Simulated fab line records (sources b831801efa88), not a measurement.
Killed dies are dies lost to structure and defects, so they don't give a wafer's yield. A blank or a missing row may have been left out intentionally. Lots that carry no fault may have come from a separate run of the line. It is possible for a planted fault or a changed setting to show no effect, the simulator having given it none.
Commonality check across tools	flow gf180mcu	13 lots and 45 wafers in the sample

== REASON FOR OPENING ==
2 of 13 lots carry a flag on the reading STI_CVD_03_THK at GF_STI_THK_MEAS_04. No-fault wafers: 207.8 nm, standard deviation 2.1.
Rule: a lot is flagged when every wafer of it that has a number lies more than 4 standard deviations from that mean, or none has a number. As for the other lots, they are considered sound.

lot	measured	on	STI_CVD_03_THK (nm), wafer by wafer	flag
L565	day 1 14:59	film_metro-03	209.8 208.1 209.3	
L566	day 1 18:35	film_metro-04	210.8 209.8 210.7	
L567	day 1 23:34	film_metro-01	210.9 210.0 210.3	
L568	day 2 04:34	film_metro-03	207.6 208.2 208.5	
L570	day 2 14:34	film_metro-04	204.7 206.0 204.3	
L571	day 2 19:35	film_metro-03	206.2 206.1 205.3	
L573	day 3 05:46	film_metro-03	206.3 203.5 203.8	
L575	day 3 16:07	film_metro-03	210.1 209.6 208.2	
L577	day 4 01:34	film_metro-01	208.4 209.5 208.0	
L578	day 4 07:13	film_metro-03	209.1 208.4 209.3	
L586	day 5 23:56	film_metro-04	363.5 362.8 362.5 363.3 362.8 362.3	FLAGGED
L587	day 6 04:01	film_metro-03	360.4 361.6 361.4 360.4 361.3 361.3	FLAGGED
L588	day 6 09:11	film_metro-03	209.2 208.8 207.7	
The numbers of the flagged lots are 362.0 nm on average: +154.2 nm against the usual, or +73 standard deviations.

== WHICH TOOL EACH LOT WENT THROUGH ==
The record holds 1 process step before the reading, out of a route of 602 steps. Every cell lists first the tool, next ch and the chambers used by the sampled wafers, and last the start.
lot	flag	GF_STI_CVD_03
L565		lpcvd-01 ch 1, day 1 12:58
L566		lpcvd-02 ch 1, day 1 16:35
L567		lpcvd-02 ch 1, day 1 21:34
L568		lpcvd-01 ch 0, day 2 02:34
L570		lpcvd-01 ch 1, day 2 12:34
L571		lpcvd-01 ch 0, day 2 17:35
L573		lpcvd-01 ch 0, day 3 03:47
L575		lpcvd-02 ch 0, day 3 14:08
L577		lpcvd-01 ch 0, day 3 23:34
L578		lpcvd-02 ch 1, day 4 05:11
L586	FLAGGED	lpcvd-01 ch 1, day 5 21:56
L587	FLAGGED	lpcvd-01 ch 0, day 6 02:01
L588		lpcvd-02 ch 0, day 6 07:10
What is done by these steps:
- GF_STI_CVD_03: deposits Si3N4 from DCS/NH3, target thk 207.16 nm, time 3551 s.
- GF_STI_THK_MEAS_04

== FLAGGED AGAINST TOTAL, ONE TOOL AT A TIME (gauges that did the reading follow at the end) ==
step	tool	lots run	flagged	share of the flagged lots	sound lots run after its first flagged lot
GF_STI_CVD_03	lpcvd-01	8	2	all	0
GF_STI_CVD_03	lpcvd-02	5	0	none	-
GF_STI_THK_MEAS_04	film_metro-01	2	0	none	-
GF_STI_THK_MEAS_04	film_metro-03	8	1	some	1 (L588)
GF_STI_THK_MEAS_04	film_metro-04	3	1	some	0

== WHAT THE TABLE PERMITS ==
All flagged lots share 1 row of the table, namely lpcvd-01 at GF_STI_CVD_03.
- lpcvd-01 at GF_STI_CVD_03 ran 8 lots, 2 of them flagged. A fault beginning between L577 (day 3 23:34), its last sound lot, and L586 (day 5 21:56), its first flagged one, fits the data. Its own readings lie more than 4 standard deviations out on every wafer of the flagged lots: spike_tc_bottom_C, spike_tc_centre_C, spike_tc_lower_C, spike_tc_top_C, spike_tc_upper_C, susceptor_temp_C.
One tool is left: lpcvd-01 at GF_STI_CVD_03.

== WHAT THE SIMULATOR PUT IN ==
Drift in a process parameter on lpcvd-01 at GF_STI_CVD_03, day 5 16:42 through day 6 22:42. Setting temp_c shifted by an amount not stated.
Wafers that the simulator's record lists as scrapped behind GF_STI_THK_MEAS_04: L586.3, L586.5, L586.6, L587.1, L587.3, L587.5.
Struck lots among those shown: L586, L587. The rule above reached the same finding.
